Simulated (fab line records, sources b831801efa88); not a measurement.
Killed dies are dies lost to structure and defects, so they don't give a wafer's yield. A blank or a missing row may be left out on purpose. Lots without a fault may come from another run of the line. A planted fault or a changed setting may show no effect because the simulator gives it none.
Chamber matching | flow gf180mcu | GF_POLY_GATE_ETCH_13 on rie_si-01: 4 sister chambers
The step etches poly-Si in HBr/Cl2, stops on SiO2, target depth 198.5 nm, time 69.6 s. 4 wafers are shown with their chamber, then 7 later ones without.

WAFERS WITH THEIR CHAMBER
wafer  | chamber | drypump_motor_current_A (A)
L966.3 | 2       | 4.9
L966.6 | 3       | 5.9
L971.1 | 0       | 5.7
L971.4 | 1       | 6.1

WAFERS WITHOUT THEIR CHAMBER
wafer  | drypump_motor_current_A (A)
L971.6 | 6.0
L974.1 | 5.7
L974.4 | 6.1
L974.5 | 5.7
L976.3 | 5.9
L976.4 | 4.9
L976.6 | 4.9

WHICH CHAMBER EACH WENT THROUGH
wafer  | from the rows above     | in truth
L971.6 | can't be placed: 1 or 3 | 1
L974.1 | 0                       | 0
L974.4 | 1                       | 1
L974.5 | 0                       | 0
L976.3 | 3                       | 3
L976.4 | 2                       | 2
L976.6 | 2                       | 2
Placed correctly: 6 of 7. Can't be placed from these rows: 1 (the true chamber is among the candidates in 1). Placed wrongly: 0.
How it was worked out, from the rows above alone: a wafer's distance from a chamber is the root of the sum, over the readings, of the square of ((its reading less the chamber's mean) divided by the reading's scatter). The wafer belongs to the nearest chamber; if the next one is less than 2 further off, it can't be placed. A chamber's mean is the mean of its shown wafers. The scatter: with one shown wafer a chamber, the root of the mean of the squares of how far each hidden wafer lies from its nearest shown one.
